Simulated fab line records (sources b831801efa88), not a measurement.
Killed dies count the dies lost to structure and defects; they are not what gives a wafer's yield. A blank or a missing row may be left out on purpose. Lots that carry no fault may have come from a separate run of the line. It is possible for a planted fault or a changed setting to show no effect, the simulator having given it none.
Which tool was responsible? || flow sky130 || 45 wafers from 15 lots sampled at 2 of the route's 708 steps

== WHAT EACH GAUGE READ, for each wafer ==
The record lacks any reading of a measuring or inspecting step that a usual standard deviation could be used to judge.

== TOOL THAT RAN EACH LOT (tool first, then ch and the chambers of the sampled wafers, then the start) ==
{"lot": "L905", "SKY_VIA3_STRIP_17": "wet_bench-01 ch 2, day 40 01:23", "SKY_PAD_OPEN_PROBE_99": "prober-01, day 46 04:30"}
{"lot": "L906", "SKY_VIA3_STRIP_17": "wet_bench-03 ch 3, day 40 11:20", "SKY_PAD_OPEN_PROBE_99": "prober-02, day 46 12:07"}
{"lot": "L907", "SKY_VIA3_STRIP_17": "wet_bench-03 ch 1, day 40 23:39", "SKY_PAD_OPEN_PROBE_99": "prober-01, day 46 22:52"}
{"lot": "L908", "SKY_VIA3_STRIP_17": "wet_bench-03 ch 3, day 41 06:48", "SKY_PAD_OPEN_PROBE_99": "prober-02, day 47 03:25"}
{"lot": "L909", "SKY_VIA3_STRIP_17": "wet_bench-02 ch 3, day 41 16:38", "SKY_PAD_OPEN_PROBE_99": "prober-02, day 47 12:31"}
{"lot": "L911", "SKY_VIA3_STRIP_17": "wet_bench-03 ch 2, day 41 23:11", "SKY_PAD_OPEN_PROBE_99": "prober-01, day 47 17:42"}
{"lot": "L913", "SKY_VIA3_STRIP_17": "wet_bench-03 ch 0, day 42 11:09", "SKY_PAD_OPEN_PROBE_99": "prober-02, day 48 05:01"}
{"lot": "L912", "SKY_VIA3_STRIP_17": "wet_bench-02 ch 0, day 42 14:50", "SKY_PAD_OPEN_PROBE_99": "prober-01, day 48 08:28"}
{"lot": "L915", "SKY_VIA3_STRIP_17": "wet_bench-02 ch 0, day 43 04:38", "SKY_PAD_OPEN_PROBE_99": "prober-01, day 48 19:38"}
{"lot": "L916", "SKY_VIA3_STRIP_17": "wet_bench-01 ch 2, day 43 04:59", "SKY_PAD_OPEN_PROBE_99": "prober-02, day 48 20:01"}
{"lot": "L917", "SKY_VIA3_STRIP_17": "wet_bench-01 ch 2, day 43 09:33", "SKY_PAD_OPEN_PROBE_99": "prober-01, day 48 22:27"}
{"lot": "L918", "SKY_VIA3_STRIP_17": "wet_bench-02 ch 3, day 43 21:21", "SKY_PAD_OPEN_PROBE_99": "prober-02, day 49 08:16"}
{"lot": "L921", "SKY_VIA3_STRIP_17": "wet_bench-01 ch 0, day 44 19:18", "SKY_PAD_OPEN_PROBE_99": "prober-01, day 49 22:36"}
{"lot": "L926", "SKY_VIA3_STRIP_17": "wet_bench-01 ch 1, day 45 22:59", "SKY_PAD_OPEN_PROBE_99": "prober-02, day 50 19:58"}
{"lot": "L927", "SKY_VIA3_STRIP_17": "wet_bench-01 ch 1, day 46 03:57", "SKY_PAD_OPEN_PROBE_99": "prober-01, day 51 00:58"}
- SKY_VIA3_STRIP_17: strips in post etch residue remover, time 1200 s.
- SKY_PAD_OPEN_PROBE_99

== AS READ BY THE TOOLS THEMSELVES (means over the sampled wafers that have a number; for cases with no such wafer, the mark the record gives instead) ==
SKY_VIA3_STRIP_17.
{"lot": "L905", "tool": "wet_bench-01", "bath_guard_temp_C (C)": 73.3, "bath_heat_duty_pct (%)": 13.9}
{"lot": "L906", "tool": "wet_bench-03", "bath_guard_temp_C (C)": 72.3, "bath_heat_duty_pct (%)": 12.2}
{"lot": "L907", "tool": "wet_bench-03", "bath_guard_temp_C (C)": 72.0, "bath_heat_duty_pct (%)": 13.7}
{"lot": "L908", "tool": "wet_bench-03", "bath_guard_temp_C (C)": 72.5, "bath_heat_duty_pct (%)": 13.0}
{"lot": "L909", "tool": "wet_bench-02", "bath_guard_temp_C (C)": 72.5, "bath_heat_duty_pct (%)": 14.1}
{"lot": "L911", "tool": "wet_bench-03", "bath_guard_temp_C (C)": 73.3, "bath_heat_duty_pct (%)": 16.4}
{"lot": "L913", "tool": "wet_bench-03", "bath_guard_temp_C (C)": 73.4, "bath_heat_duty_pct (%)": 12.1}
{"lot": "L912", "tool": "wet_bench-02", "bath_guard_temp_C (C)": 73.0, "bath_heat_duty_pct (%)": 15.4}
{"lot": "L915", "tool": "wet_bench-02", "bath_guard_temp_C (C)": 73.0, "bath_heat_duty_pct (%)": 16.0}
{"lot": "L916", "tool": "wet_bench-01", "bath_guard_temp_C (C)": "-", "bath_heat_duty_pct (%)": "-"}
{"lot": "L917", "tool": "wet_bench-01", "bath_guard_temp_C (C)": "-", "bath_heat_duty_pct (%)": "-"}
{"lot": "L918", "tool": "wet_bench-02", "bath_guard_temp_C (C)": "-", "bath_heat_duty_pct (%)": "-"}
{"lot": "L921", "tool": "wet_bench-01", "bath_guard_temp_C (C)": 71.5, "bath_heat_duty_pct (%)": 14.1}
{"lot": "L926", "tool": "wet_bench-01", "bath_guard_temp_C (C)": 72.5, "bath_heat_duty_pct (%)": 15.9}
{"lot": "L927", "tool": "wet_bench-01", "bath_guard_temp_C (C)": 72.7, "bath_heat_duty_pct (%)": 16.4}

SKY_PAD_OPEN_PROBE_99.
{"lot": "L905", "tool": "prober-01", "defect_limited_yield (%)": 83.3, "killed_at_M0_to_M3": 38, "killed_at_M4_up": 2.3, "killed_at_contacts": 25, "killed_at_front_end": 16, "killed_at_other": 0.3, "killed_dies": 82, "killed_open": 45, "killed_short": 37, "sort_bin_3_pad_short (%)": 0.6, "sort_bin_5_function (%)": 10.8, "sort_bin_6_memory (%)": 5.3, "sort_bin_8_speed (%)": 0.00, "sort_n_pass": 410, "sort_yield_pct (%)": 83.3}
{"lot": "L906", "tool": "prober-02", "defect_limited_yield (%)": 82.8, "killed_at_M0_to_M3": 44, "killed_at_M4_up": 2.7, "killed_at_contacts": 27, "killed_at_front_end": 12, "killed_at_other": 0.0, "killed_dies": 85, "killed_open": 45, "killed_short": 39, "sort_bin_3_pad_short (%)": 0.7, "sort_bin_5_function (%)": 11.0, "sort_bin_6_memory (%)": 5.6, "sort_bin_8_speed (%)": 0.00, "sort_n_pass": 407, "sort_yield_pct (%)": 82.8}
{"lot": "L907", "tool": "prober-01", "defect_limited_yield (%)": 81.9, "killed_at_M0_to_M3": 44, "killed_at_M4_up": 2.0, "killed_at_contacts": 20, "killed_at_front_end": 23, "killed_at_other": 0.7, "killed_dies": 89, "killed_open": 52, "killed_short": 37, "sort_bin_3_pad_short (%)": 0.7, "sort_bin_5_function (%)": 11.7, "sort_bin_6_memory (%)": 5.8, "sort_bin_8_speed (%)": 0.00, "sort_n_pass": 403, "sort_yield_pct (%)": 81.9}
{"lot": "L908", "tool": "prober-02", "defect_limited_yield (%)": 81.6, "killed_at_M0_to_M3": 49, "killed_at_M4_up": 3.7, "killed_at_contacts": 23, "killed_at_front_end": 15, "killed_at_other": 0.7, "killed_dies": 91, "killed_open": 45, "killed_short": 44, "sort_bin_3_pad_short (%)": 1.3, "sort_bin_5_function (%)": 10.4, "sort_bin_6_memory (%)": 6.7, "sort_bin_8_speed (%)": 0.00, "sort_n_pass": 401, "sort_yield_pct (%)": 81.6}
{"lot": "L909", "tool": "prober-02", "defect_limited_yield (%)": 81.1, "killed_at_M0_to_M3": 41, "killed_at_M4_up": 4.7, "killed_at_contacts": 31, "killed_at_front_end": 16, "killed_at_other": 0.0, "killed_dies": 93, "killed_open": 50, "killed_short": 43, "sort_bin_3_pad_short (%)": 1.3, "sort_bin_5_function (%)": 12.0, "sort_bin_6_memory (%)": 5.6, "sort_bin_8_speed (%)": 0.00, "sort_n_pass": 399, "sort_yield_pct (%)": 81.1}
{"lot": "L911", "tool": "prober-01", "defect_limited_yield (%)": 83.8, "killed_at_M0_to_M3": 38, "killed_at_M4_up": 4.0, "killed_at_contacts": 25, "killed_at_front_end": 13, "killed_at_other": 0.0, "killed_dies": 80, "killed_open": 45, "killed_short": 34, "sort_bin_3_pad_short (%)": 0.9, "sort_bin_5_function (%)": 10.2, "sort_bin_6_memory (%)": 5.1, "sort_bin_8_speed (%)": 0.00, "sort_n_pass": 412, "sort_yield_pct (%)": 83.8}
{"lot": "L913", "tool": "prober-02", "defect_limited_yield (%)": 82.2, "killed_at_M0_to_M3": 45, "killed_at_M4_up": 3.3, "killed_at_contacts": 25, "killed_at_front_end": 13, "killed_at_other": 0.7, "killed_dies": 87, "killed_open": 47, "killed_short": 41, "sort_bin_3_pad_short (%)": 0.9, "sort_bin_5_function (%)": 9.9, "sort_bin_6_memory (%)": 7.0, "sort_bin_8_speed (%)": 0.00, "sort_n_pass": 405, "sort_yield_pct (%)": 82.2}
{"lot": "L912", "tool": "prober-01", "defect_limited_yield (%)": 82.9, "killed_at_M0_to_M3": 40, "killed_at_M4_up": 4.0, "killed_at_contacts": 26, "killed_at_front_end": 14, "killed_at_other": 0.3, "killed_dies": 84, "killed_open": 46, "killed_short": 38, "sort_bin_3_pad_short (%)": 0.7, "sort_bin_5_function (%)": 9.6, "sort_bin_6_memory (%)": 6.8, "sort_bin_8_speed (%)": 0.00, "sort_n_pass": 408, "sort_yield_pct (%)": 82.9}
{"lot": "L915", "tool": "prober-01", "defect_limited_yield (%)": 80.9, "killed_at_M0_to_M3": 50, "killed_at_M4_up": 3.0, "killed_at_contacts": 23, "killed_at_front_end": 17, "killed_at_other": 0.7, "killed_dies": 94, "killed_open": 51, "killed_short": 43, "sort_bin_3_pad_short (%)": 0.7, "sort_bin_5_function (%)": 11.8, "sort_bin_6_memory (%)": 6.6, "sort_bin_8_speed (%)": 0.00, "sort_n_pass": 398, "sort_yield_pct (%)": 80.9}
{"lot": "L916", "tool": "prober-02", "defect_limited_yield (%)": 83.1, "killed_at_M0_to_M3": 43, "killed_at_M4_up": 2.7, "killed_at_contacts": 24, "killed_at_front_end": 13, "killed_at_other": 0.3, "killed_dies": 83, "killed_open": 45, "killed_short": 36, "sort_bin_3_pad_short (%)": 1.0, "sort_bin_5_function (%)": 10.6, "sort_bin_6_memory (%)": 5.2, "sort_bin_8_speed (%)": 0.07, "sort_n_pass": 409, "sort_yield_pct (%)": 83.0}
{"lot": "L917", "tool": "prober-01", "defect_limited_yield (%)": 79.8, "killed_at_M0_to_M3": 51, "killed_at_M4_up": 4.0, "killed_at_contacts": 26, "killed_at_front_end": 18, "killed_at_other": 0.0, "killed_dies": 99, "killed_open": 50, "killed_short": 49, "sort_bin_3_pad_short (%)": 0.8, "sort_bin_5_function (%)": 11.5, "sort_bin_6_memory (%)": 7.8, "sort_bin_8_speed (%)": 0.00, "sort_n_pass": 393, "sort_yield_pct (%)": 79.8}
{"lot": "L918", "tool": "prober-02", "defect_limited_yield (%)": 81.8, "killed_at_M0_to_M3": 40, "killed_at_M4_up": 2.7, "killed_at_contacts": 32, "killed_at_front_end": 15, "killed_at_other": 0.3, "killed_dies": 90, "killed_open": 51, "killed_short": 38, "sort_bin_3_pad_short (%)": 0.7, "sort_bin_5_function (%)": 11.0, "sort_bin_6_memory (%)": 6.6, "sort_bin_8_speed (%)": 0.00, "sort_n_pass": 402, "sort_yield_pct (%)": 81.8}
{"lot": "L921", "tool": "prober-01", "defect_limited_yield (%)": 83.4, "killed_at_M0_to_M3": 41, "killed_at_M4_up": 2.3, "killed_at_contacts": 25, "killed_at_front_end": 13, "killed_at_other": 0.7, "killed_dies": 82, "killed_open": 44, "killed_short": 37, "sort_bin_3_pad_short (%)": 0.7, "sort_bin_5_function (%)": 10.2, "sort_bin_6_memory (%)": 5.7, "sort_bin_8_speed (%)": 0.00, "sort_n_pass": 410, "sort_yield_pct (%)": 83.4}
{"lot": "L926", "tool": "prober-02", "defect_limited_yield (%)": 84.8, "killed_at_M0_to_M3": 33, "killed_at_M4_up": 3.7, "killed_at_contacts": 23, "killed_at_front_end": 14, "killed_at_other": 0.7, "killed_dies": 75, "killed_open": 38, "killed_short": 35, "sort_bin_3_pad_short (%)": 1.2, "sort_bin_5_function (%)": 9.2, "sort_bin_6_memory (%)": 4.8, "sort_bin_8_speed (%)": 0.00, "sort_n_pass": 417, "sort_yield_pct (%)": 84.8}
{"lot": "L927", "tool": "prober-01", "defect_limited_yield (%)": 84.8, "killed_at_M0_to_M3": 34, "killed_at_M4_up": 3.0, "killed_at_contacts": 26, "killed_at_front_end": 11, "killed_at_other": 0.7, "killed_dies": 75, "killed_open": 40, "killed_short": 35, "sort_bin_3_pad_short (%)": 0.4, "sort_bin_5_function (%)": 8.7, "sort_bin_6_memory (%)": 6.0, "sort_bin_8_speed (%)": 0.00, "sort_n_pass": 417, "sort_yield_pct (%)": 84.8}

== THE ANSWER, worked out from the rows above alone ==
Rule: usual is defined by the lots themselves. Put in order of their means at a reading, lots are off if they are a third of the lots or fewer, leave a main group of 4 or more, and stand apart from it by a gap of 3 or more times the standard deviation of the main group's means; of several such gaps the widest counts. A main group whose means are all the same, to the digits that the tables above print for the reading, isn't used. Also off: a lot with no number at a reading for which 4 or more lots have one. Any other lot the step has rows for is counted as sound. First the gauges in route order, then the tools' own readings, where a lot's mean is used as printed above. At the first step where some lot is off, the reading lying furthest off is the one used; lots without a number count as furthest.
Off at SKY_VIA3_STRIP_17 (bath_guard_temp_C): L916, L917, L918. Without a number there: L916, L917, L918. Main group: mean 72.7 C, sd 0.55.
A tool fits if, at that step or a process step before it, it ran every lot that is off, and no sound lot after the first of them. No candidate that was tried fits.

== WHAT HAD BEEN PUT IN BY THE SIMULATOR ==
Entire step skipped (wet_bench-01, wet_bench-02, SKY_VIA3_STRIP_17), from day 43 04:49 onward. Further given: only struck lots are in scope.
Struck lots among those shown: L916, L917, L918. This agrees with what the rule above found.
